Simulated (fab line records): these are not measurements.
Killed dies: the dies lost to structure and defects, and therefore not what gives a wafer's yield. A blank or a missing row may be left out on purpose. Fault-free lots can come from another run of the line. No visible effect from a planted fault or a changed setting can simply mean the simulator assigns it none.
fab line records -- flow sky130
record: lots: 6, wafers: 18, last-day: 51
route steps=708 shown CAPM@539 PAD_OPEN@708
lots untouched by any fault: they come from a run of this same line in which no faults occurred
start-h: start of the lot's first displayed wafer, in hours after the record's first day -- wait-h: hours elapsed since this lot's preceding step -- " unchanged from the row above -- L1.1+2: several wafers, shown together as one row -- - no value, or no start given -- * or withheld: withheld -- < > ~ a bound
route shown NAME@n: NAME is a module with steps in the file, n the number in the route of the first one -- usual: mean/standard deviation of fault-free wafers -- same: alike in all rows -- chamber/n: place in a boat -- sites: per-site readings -- _std_site: the standard deviation of these -- _edge_site: the outer-site mean with the inner-site mean subtracted -- radius-mm: how far each site lies from the wafer's centre -- mask NAME#n: copy n -- behind: the last tool/chamber to shape the wafer -- hold: reason for holding the lot/hours on hold/outcome of the hold -- device: which transistor (n, p or np) failed to switch -- end of line: the same wafers' tests at the end of the route -- where a step has no rows: the recipe by itself -- killed: not the wafer's yield, but the dies lost to structure and defects at the first sort -- map: a wafer's dies, marking killed ones x, the rest . and places with no die _
set.NAME: the run value of the setting; set.NAME@STEP: its run value at that earlier step -- model.NAME: the simulator's own value behind a step, which no gauge read
lots at selected steps of the route; one table per step, one row per wafer
services: a tool's chamber out of use, with start hour (start-h, from the record's first day; less than 0 if before it), hours out, and reason
== steps ==
step: SKY_CAPM_SPUTTER_02
recipe: material: TiN, target-thk-nm: 200, temp-c: 300, power-w: 6500, time-s: 166.7, chamber-pressure-pa: 0.4
usual: cathode-dc-power-W: 6500.0/1.2, substrate-temp-c: 300.00/0.18, throttle-valve-pct: 29.9/0.71
lot.wafer,tool,chamber,start-h,wait-h,cathode-dc-power-W,substrate-temp-c,throttle-valve-pct
L600.1,pvd-sputter-01,-,922.17,0.1,6499.8,299.75,29.9
L600.2,pvd-sputter-01,-,922.17,0.1,6499.9,300.12,29.9
L600.3,pvd-sputter-01,-,922.17,0.1,6500.8,299.87,31.7
L603.1,pvd-sputter-01,-,944.57,0.1,6501.2,299.86,30.3
L603.4,pvd-sputter-01,-,944.57,0.1,6500.3,299.90,29.9
L603.6,pvd-sputter-01,-,944.57,0.1,6500.7,299.97,29.7
L605.1,pvd-sputter-04,-,949.91,0.1,6498.7,300.08,29.9
L605.2,pvd-sputter-04,-,949.91,0.1,6501.8,299.79,28.8
L605.5,pvd-sputter-04,-,949.91,0.1,6499.3,299.83,28.8
L606.1,pvd-sputter-03,-,962.85,0.1,6498.3,299.88,29.1
L606.4,pvd-sputter-03,-,962.85,0.1,6498.9,299.92,29.2
L606.6,pvd-sputter-03,-,962.85,0.1,6498.8,299.42,29.2
L615.3,pvd-sputter-03,-,1037.70,0.0,6499.6,299.96,30.0
L615.4,pvd-sputter-03,-,1037.70,0.0,6499.0,300.21,29.1
L615.5,pvd-sputter-03,-,1037.70,0.0,6498.4,299.83,29.2
L613.1,pvd-sputter-03,-,1040.43,0.1,6501.7,299.71,29.7
L613.5,pvd-sputter-03,-,1040.43,0.1,6501.9,300.00,30.0
L613.6,pvd-sputter-03,-,1040.43,0.1,6498.8,300.19,30.2
step: SKY_CAPM_RS_MEAS_03
recipe: thk-meas-gauge: four-point-probe, reads: TiN_of_CAPM_SPUTTER_02
usual: CAPM_TIN_RS: 6.92/0.069
lot.wafer,tool,chamber,start-h,wait-h,CAPM_TIN_RS[ohm/sq]
L600.1,film-metro-01,-,922.28,0.1,6.87
L600.2,film-metro-01,-,922.28,0.1,6.96
L600.3,film-metro-01,-,922.28,0.1,6.96
L603.1,film-metro-01,-,944.68,0.1,6.90
L603.4,film-metro-01,-,944.68,0.1,7.03
L603.6,film-metro-01,-,944.68,0.1,6.95
L605.1,film-metro-03,-,950.02,0.1,6.93
L605.2,film-metro-03,-,950.02,0.1,6.96
L605.5,film-metro-03,-,950.02,0.1,6.96
L606.1,film-metro-01,-,962.96,0.1,6.89
L606.4,film-metro-01,-,962.96,0.1,6.75
L606.6,film-metro-01,-,962.96,0.1,6.78
L615.3,film-metro-01,-,1037.85,0.1,7.03
L615.4,film-metro-01,-,1037.85,0.1,6.87
L615.5,film-metro-01,-,1037.85,0.1,6.87
L613.1,film-metro-03,-,1040.54,0.1,6.82
L613.5,film-metro-03,-,1040.54,0.1,6.87
L613.6,film-metro-03,-,1040.54,0.1,6.93
step: SKY_CAPM_THK_MEAS_04
recipe: thk-meas-gauge: xrf, reads: TiN_of_CAPM_SPUTTER_02
usual: CAPM_TIN_THK: 201.8/2.3
lot.wafer,tool,chamber,start-h,wait-h,CAPM_TIN_THK[nm]
L600.1,film-metro-01,-,922.40,0.1,203.0
L600.2,film-metro-01,-,922.40,0.1,200.2
L600.3,film-metro-01,-,922.40,0.1,199.6
L603.1,film-metro-01,-,944.80,0.1,201.8
L603.4,film-metro-01,-,944.80,0.1,197.7
L603.6,film-metro-01,-,944.80,0.1,200.6
L605.1,film-metro-03,-,950.14,0.1,201.1
L605.2,film-metro-03,-,950.14,0.1,201.0
L605.5,film-metro-03,-,950.14,0.1,201.6
L606.1,film-metro-01,-,963.08,0.1,202.4
L606.4,film-metro-01,-,963.08,0.1,206.0
L606.6,film-metro-01,-,963.08,0.1,205.7
L615.3,film-metro-01,-,1037.95,0.1,197.6
L615.4,film-metro-01,-,1037.95,0.1,202.5
L615.5,film-metro-01,-,1037.95,0.1,202.1
L613.1,film-metro-03,-,1040.66,0.1,204.7
L613.5,film-metro-03,-,1040.66,0.1,202.5
L613.6,film-metro-03,-,1040.66,0.1,201.5
step: SKY_CAPM_DEHYDRATE_05
recipe: temp-c: 200, time-s: 60
step: SKY_CAPM_HMDS_06
recipe: prime-time-s: 60, prime-temp-c: 120
step: SKY_CAPM_COAT_07
recipe: resist: NOVOLAK, spin-rpm: 3000, resist-thk-nm: 1140
step: SKY_CAPM_SOFTBAKE_08
recipe: temp-c: 90, time-s: 60, resist: NOVOLAK
step: SKY_CAPM_EXPOSE_09
recipe: mask-id: CAPM, na: 0.6, source-shape: conventional, sigma-outer: 0.6, polarization: unpolarized, target-cd-nm: 1000, dose-mj: 159
step: SKY_CAPM_PEB_10
recipe: temp-c: withheld, time-s: *, resist: NOVOLAK
step: SKY_CAPM_DEVELOP_11
recipe: resist: NOVOLAK, developer: TMAH, develop-time-s: 60, dev-temp-c: 23
step: SKY_CAPM_OVL_MEAS_12
usual: CAPM_OVL: 0.3/1.3
lot.wafer,tool,chamber,start-h,wait-h,CAPM_OVL[nm]
L600.1,overlay-01,-,946.64,0.1,-0.6
L600.2,overlay-01,-,946.64,0.1,0.6
L600.3,overlay-01,-,946.64,0.1,-0.4
L603.1,overlay-02,-,968.64,0.1,-0.9
L603.4,overlay-02,-,968.64,0.1,-0.4
L603.6,overlay-02,-,968.64,0.1,0.0
L605.1,overlay-01,-,973.54,0.1,1.4
L605.2,overlay-01,-,973.54,0.1,1.4
L605.5,overlay-01,-,973.54,0.1,2.4
L606.1,overlay-02,-,986.42,0.1,1.1
L606.4,overlay-02,-,986.42,0.1,0.3
L606.6,overlay-02,-,986.42,0.1,2.3
L615.3,overlay-02,-,1059.70,0.1,-0.7
L615.4,overlay-02,-,1059.70,0.1,-0.3
L615.5,overlay-02,-,1059.70,0.1,0.2
L613.1,overlay-02,-,1062.22,0.1,0.1
L613.5,overlay-02,-,1062.22,0.1,1.8
L613.6,overlay-02,-,1062.22,0.1,-0.5
step: SKY_CAPM_METAL_ETCH_13
recipe: target-depth-nm: 220, stop-on: SiO2, chemistry: Cl2/BCl3, target: TiN, pressure-mtorr: 10, icp-w: 900, bias-w: 48.5, Cl2_flow_sccm: 60, bcl3-flow-sccm: 30, time-s: 62.9
usual: drypump-motor-current-A: 5.7/0.32, oes-product-au: 0.940/0.0074, throttle-valve-pct: 21.901/0.01
lot.wafer,tool,chamber,start-h,wait-h,drypump-motor-current-A,oes-product-au,rf-hours-counter-h,throttle-valve-pct
L600.1,rie-metal-03,1,946.67,0.0,5.9,0.943,12,21.905
L600.2,rie-metal-03,0,946.67,0.0,5.5,0.939,18,21.891
L600.3,rie-metal-03,1,946.67,0.0,5.9,0.941,-,21.914
L603.1,rie-metal-03,1,968.67,0.0,5.9,0.940,14,21.897
L603.4,rie-metal-03,1,968.67,0.0,5.9,0.943,-,21.903
L603.6,rie-metal-03,1,968.67,0.0,5.9,0.932,-,21.921
L605.1,rie-metal-02,1,973.57,0.0,5.4,0.940,12,21.900
L605.2,rie-metal-02,0,973.57,0.0,6.2,0.943,8,21.902
L605.5,rie-metal-02,1,973.57,0.0,5.3,0.925,-,21.908
L606.1,rie-metal-03,0,986.45,0.0,5.5,0.939,0,21.901
L606.4,rie-metal-03,1,986.45,0.0,5.9,0.954,-,21.888
L606.6,rie-metal-03,0,986.45,0.0,5.5,0.951,-,21.897
L615.3,rie-metal-02,1,1059.75,0.0,5.3,0.925,-,21.902
L615.4,rie-metal-02,0,1059.75,0.0,6.2,0.945,-,21.888
L615.5,rie-metal-02,0,1059.75,0.0,6.2,0.947,-,21.912
L613.1,rie-metal-03,0,1062.25,0.0,5.5,0.944,5,21.896
L613.5,rie-metal-03,0,1062.25,0.0,5.5,0.944,-,21.900
L613.6,rie-metal-03,0,1062.25,0.0,5.5,0.936,-,21.892
step: SKY_CAPM_STRIP_14
recipe: chemistry: O2/N2, power-w: 1400, pressure-mtorr: 1500, platen-temp-c: withheld, o2-flow-sccm: 3000, n2-flow-sccm: 300, overash-fraction: 0.5
usual: chamber-pressure-mTorr: 1500.0/1.3, drypump-motor-current-A: 6.00/0.24, n2-flow-sccm: 300.2/0.89, oes-product-au: 0.710/0.0049, overash-fraction: 0.5/0, strip-time-to-endpoint-s: 12.66/0.041
lot.wafer,tool,chamber,start-h,wait-h,chamber-pressure-mTorr,drypump-motor-current-A,n2-flow-sccm,oes-product-au,overash-fraction,rf-hours-counter-h,strip-time-to-endpoint-s,model.NOVOLAK_of_CAPM_COAT_07.thk-nm
L600.1,plasma-asher-04,1,946.75,0.1,1499.2,5.78,299.7,0.698,0.5,113,12.65,0
L600.2,plasma-asher-04,0,946.75,0.1,1501.7,6.41,299.1,0.711,0.5,113,12.68,0
L600.3,plasma-asher-04,0,946.75,0.1,1500.2,6.38,303.0,0.709,0.5,-,12.68,0
L603.1,plasma-asher-02,1,968.83,0.1,1501.2,5.81,301.1,0.711,0.5,86,12.59,0
L603.4,plasma-asher-02,0,968.83,0.1,1501.4,6.31,300.2,0.704,0.5,-,12.63,0
L603.6,plasma-asher-02,0,968.83,0.1,1496.9,6.29,299.9,0.710,0.5,-,12.65,0
L605.1,plasma-asher-01,0,973.65,0.1,1497.8,5.82,301.0,0.704,0.5,52,12.72,0
L605.2,plasma-asher-01,1,973.65,0.1,1499.6,5.96,301.9,0.704,0.5,52,12.69,0
L605.5,plasma-asher-01,0,973.65,0.1,1499.6,5.81,299.2,0.711,0.5,-,12.68,0
L606.1,plasma-asher-04,1,986.53,0.1,1499.5,5.80,301.1,0.706,0.5,117,12.67,0
L606.4,plasma-asher-04,1,986.53,0.1,1501.9,5.79,301.0,0.711,0.5,-,12.63,0
L606.6,plasma-asher-04,0,986.53,0.1,1499.6,6.35,299.7,0.702,0.5,-,12.68,0
L615.3,plasma-asher-02,0,1059.84,0.1,-,-,-,-,-,-,-,994.8
L615.4,plasma-asher-02,1,1059.84,0.1,-,-,-,-,-,-,-,990.5
L615.5,plasma-asher-02,1,1059.84,0.1,-,-,-,-,-,-,-,992.7
L613.1,plasma-asher-01,0,1062.41,0.1,-,-,-,-,-,-,-,993.7
L613.5,plasma-asher-01,0,1062.41,0.1,-,-,-,-,-,-,-,992.5
L613.6,plasma-asher-01,1,1062.41,0.1,-,-,-,-,-,-,-,989.7
step: SKY_CAPM_STRIP_15
recipe: chemistry: post-etch-residue-remover, time-s: 1229, temp-c: 72.5
step: SKY_PAD_OPEN_PROBE_99
usual: defect-limited-yield: 82.4/2, killed_at_M0_to_M3: 43/6.8, killed_at_M4_up: 3.1/1.8, killed-at-contacts: 25/5.8, killed-at-front-end: 15/4.2, killed-at-other: 0.3/0.5, killed-dies: 87/9.7, killed-on-rim: 17/4.1, killed-open: 47/7.3, killed-short: 39/6.6, sort_bin_3_pad_short: 0.9/0.37, sort_bin_5_function: 10.4/1.4, sort_bin_6_memory: 6.3/1.1, sort-n-pass: 405/9.7, sort-yield-pct: 82.4/2
same: gross-dies: 492, killed-at-back-side: 0, sort_bin_4_leakage[%]: 0, sort_bin_8_speed[%]: 0
lot.wafer,tool,chamber,start-h,wait-h,defect-limited-yield[%],killed_at_M0_to_M3,killed_at_M4_up,killed-at-contacts,killed-at-front-end,killed-at-other,killed-dies,killed-on-rim,killed-open,killed-short,sort_bin_3_pad_short[%],sort_bin_5_function[%],sort_bin_6_memory[%],sort-n-pass,sort-yield-pct[%]
L600.1,prober-01,-,1133.60,0.1,84.1,36,2,29,11,0,78,13,43,35,0.8,11.0,4.1,414,84.1
L600.2,prober-01,-,1133.65,0.1,81.9,44,1,30,14,0,89,21,56,33,0.6,9.1,8.3,403,81.9
L600.3,prober-01,-,1133.70,0.2,80.7,42,3,28,22,0,95,20,56,39,0.4,12.8,6.1,397,80.7
L615.3,prober-02,-,1214.76,0.2,0,8,1,4,3,476,492,96,10,6,26.4,70.7,2.8,0,0
L615.4,prober-02,-,1214.81,0.2,0.6,5,0,11,5,468,489,96,11,10,26.2,70.3,2.8,3,0.6
L615.5,prober-02,-,1214.86,0.2,0,12,2,5,4,469,492,96,12,11,24.6,73.2,2.2,0,0
L613.1,prober-02,-,1216.91,0.1,0.4,8,3,0,2,477,490,96,8,5,24.0,72.6,3.0,2,0.4
L613.5,prober-02,-,1217.11,0.2,0.2,10,2,3,1,475,491,96,7,9,24.8,71.5,3.5,1,0.2
L613.6,prober-02,-,1217.16,0.2,1.2,9,2,10,4,461,486,94,9,16,22.8,73.6,2.4,6,1.2
killed by level:class
L600.1 CONTACT:geometric-particle:open=14 VIA2:geometric-particle:open=7 METAL2:geometric-particle:short=6 LI_CONTACT:geometric-particle:open=5 CONTACT:geometric-particle:short=5 VIA1:geometric-particle:open=4 POLY_GATE:geometric-particle:short=3 POLY_CUT:geometric-particle:open=3
L600.2 CONTACT:geometric-particle:open=13 VIA3:geometric-particle:open=10 LI_CONTACT:geometric-particle:open=8 VIA2:geometric-particle:open=7 VIA2:geometric-particle:short=6 VIA1:geometric-particle:open=5 POLY_GATE:geometric-particle:open=4 CONTACT:geometric-particle:short=4
L600.3 CONTACT:geometric-particle:open=10 VIA1:geometric-particle:open=9 METAL2:geometric-particle:short=8 LI_CONTACT:geometric-particle:open=7 VIA3:geometric-particle:open=7 POLY_GATE:geometric-particle:open=6 FIELD_ISO:geometric-particle:short=5 VIA2:geometric-particle:open=5
L615.3 CAPM:plasma-strip-residue=476 VIA3:geometric-particle:open=4 LI_CONTACT:geometric-particle:open=2 CONTACT:geometric-particle:open=2 FIELD_ISO:geometric-particle:open=1 FIELD_ISO:geometric-particle:short=1 POLY_GATE:geometric-particle:short=1 METAL1:geometric-particle:short=1
L615.4 CAPM:plasma-strip-residue=468 CONTACT:geometric-particle:open=5 LOCAL_INTERCONNECT:geometric-particle:short=4 POLY_GATE:geometric-particle:open=2 FIELD_ISO:geometric-particle:short=1 FIELD_ISO:geometric-particle:open=1 POLY_GATE:geometric-particle:short=1 LOCAL_INTERCONNECT:geometric-particle:open=1
L615.5 CAPM:plasma-strip-residue=469 FIELD_ISO:geometric-particle:short=4 VIA2:geometric-particle:open=4 CONTACT:geometric-particle:open=3 VIA3:geometric-particle:open=2 METAL4:geometric-particle:short=2 LI_CONTACT:geometric-particle:open=1 CONTACT:geometric-particle:short=1
L613.1 CAPM:plasma-strip-residue=477 VIA1:geometric-particle:open=2 VIA3:geometric-particle:open=2 METAL4:geometric-particle:open=2 POLY_GATE:geometric-particle:short=1 POLY_CUT:geometric-particle:short=1 METAL2:geometric-particle:short=1 METAL1:geometric-particle:short=1
L613.5 CAPM:plasma-strip-residue=475 VIA1:geometric-particle:short=4 VIA1:geometric-particle:open=2 METAL4:geometric-particle:short=2 CONTACT:geometric-particle:open=1 POLY_GATE:geometric-particle:open=1 LI_CONTACT:geometric-particle:short=1 LI_CONTACT:geometric-particle:open=1
L613.6 CAPM:plasma-strip-residue=461 LI_CONTACT:geometric-particle:open=3 CONTACT:geometric-particle:short=3 METAL1:geometric-particle:short=3 FIELD_ISO:geometric-particle:short=2 LOCAL_INTERCONNECT:geometric-particle:short=2 VIA1:geometric-particle:open=2 VIA2:geometric-particle:open=2
map L613.5 (x killed, . not)
__________xxxxxxxxxx_________
________xxxxxxxxxxxxxx_______
______xxxxxxxxxxxxxxxxxx_____
_____xxxxxxxxxxxxxxxxxxxx____
____xxxxxxxxxxxxxxxxxxxxxx___
___xxxxxxxxxxxxxxxxxxxxxxxx__
__xxxxxxxxxxxxxxxxxxxxxxxxxx_
_xxxxxxxxxxxxxxxxxxxxxxxxxxxx
_xxxxxxxxxxxxxxxxxxxxxxxxxxxx
_xxxxxxxxxxxxxxxxxxxxxxxxxxxx
_xxxxxxxxxxxxxxxxxxxxxxxxxxxx
_xxxxxxxxxxxxxxxxxxxxxxxxxxxx
_xxxxxxxxxxxxxxxxxxxxxxxxxxxx
_xxxxxxxxxxxxxxxxxxxxxxxxxxxx
_xxxxxxxxxxxxxxxxxxxxxxxxxxxx
__xxxxxxxxxxxxxxxxxxxxxxxxxx_
___xxxxxxxxxxxxxxxxxxxxxxxx__
____xxxxxxxxxxxxx.xxxxxxxx___
_____xxxxxxxxxxxxxxxxxxxx____
______xxxxxxxxxxxxxxxxxx_____
________xxxxxxxxxxxxxx_______
__________xxxxxxxxxx_________
map L615.3 (x killed, . not)
__________xxxxxxxxxx_________
________xxxxxxxxxxxxxx_______
______xxxxxxxxxxxxxxxxxx_____
_____xxxxxxxxxxxxxxxxxxxx____
____xxxxxxxxxxxxxxxxxxxxxx___
___xxxxxxxxxxxxxxxxxxxxxxxx__
__xxxxxxxxxxxxxxxxxxxxxxxxxx_
_xxxxxxxxxxxxxxxxxxxxxxxxxxxx
_xxxxxxxxxxxxxxxxxxxxxxxxxxxx
_xxxxxxxxxxxxxxxxxxxxxxxxxxxx
_xxxxxxxxxxxxxxxxxxxxxxxxxxxx
_xxxxxxxxxxxxxxxxxxxxxxxxxxxx
_xxxxxxxxxxxxxxxxxxxxxxxxxxxx
_xxxxxxxxxxxxxxxxxxxxxxxxxxxx
_xxxxxxxxxxxxxxxxxxxxxxxxxxxx
__xxxxxxxxxxxxxxxxxxxxxxxxxx_
___xxxxxxxxxxxxxxxxxxxxxxxx__
____xxxxxxxxxxxxxxxxxxxxxx___
_____xxxxxxxxxxxxxxxxxxxx____
______xxxxxxxxxxxxxxxxxx_____
________xxxxxxxxxxxxxx_______
__________xxxxxxxxxx_________
== services ==
tool,chamber,start-h,hours,kind
rie-metal-03,1,904.62,6.2,repair
pvd-sputter-04,-,944.69,2.5,repair
rie-metal-03,0,961.59,-,clean
rie-metal-03,0,961.59,19.7,scheduled-down
rie-metal-03,0,961.59,19.7,vent-cycle
plasma-asher-02,-,963.80,3.3,repair
pvd-sputter-04,0,979.92,-,consumable-replace:kit
pvd-sputter-04,0,979.92,18.0,scheduled-down
rie-metal-02,-,988.84,0.4,repair
pvd-sputter-03,-,1014.78,18.9,repair
rie-metal-03,-,1018.67,8.5,repair
pvd-sputter-01,1,1037.62,-,consumable-replace:kit
pvd-sputter-01,1,1037.62,18.0,scheduled-down
pvd-sputter-01,1,1037.62,18.0,vent-cycle
pvd-sputter-03,2,1039.33,-,consumable-replace:kit
pvd-sputter-03,2,1039.33,18.0,scheduled-down
pvd-sputter-03,2,1039.33,18.0,vent-cycle
plasma-asher-01,-,1041.49,2.1,repair
pvd-sputter-04,-,1050.04,23.7,repair
rie-metal-03,1,1054.32,15.0,repair
plasma-asher-04,-,1055.25,9.0,pm
plasma-asher-04,0,1055.25,9.0,vent-cycle
plasma-asher-04,1,1055.25,9.0,vent-cycle
pvd-sputter-01,-,1059.79,2.6,repair
== key ==
first-sign: step: SKY_CAPM_STRIP_14, reading: tool-record, direction: missing
effect: step: SKY_PAD_OPEN_PROBE_99, reading: killed-at-other, direction: up, sigmas: 99+, usual: 0.3, struck: 471
model-effect: step: SKY_CAPM_STRIP_14, value: NOVOLAK_of_CAPM_COAT_07.thk-nm, without: 0, struck: 992.3
met-at SKY_CAPM_STRIP_14
struck-wafers L613.1,L613.5,L613.6,L615.3,L615.4,L615.5
later-rows-left-out L613.1,L613.5,L613.6,L615.3,L615.4,L615.5
onset-between 973.65 1059.84
fault: kind: skipped-step-whole, tool: plasma-asher-01,plasma-asher-02, chamber: -, onset-h: 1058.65, steps: SKY_CAPM_STRIP_14, scope: struck-lots-only
later-rows-left-out: the simulator's readings of these wafers behind a module that went badly wrong aren't trusted and aren't shown, but for the sort
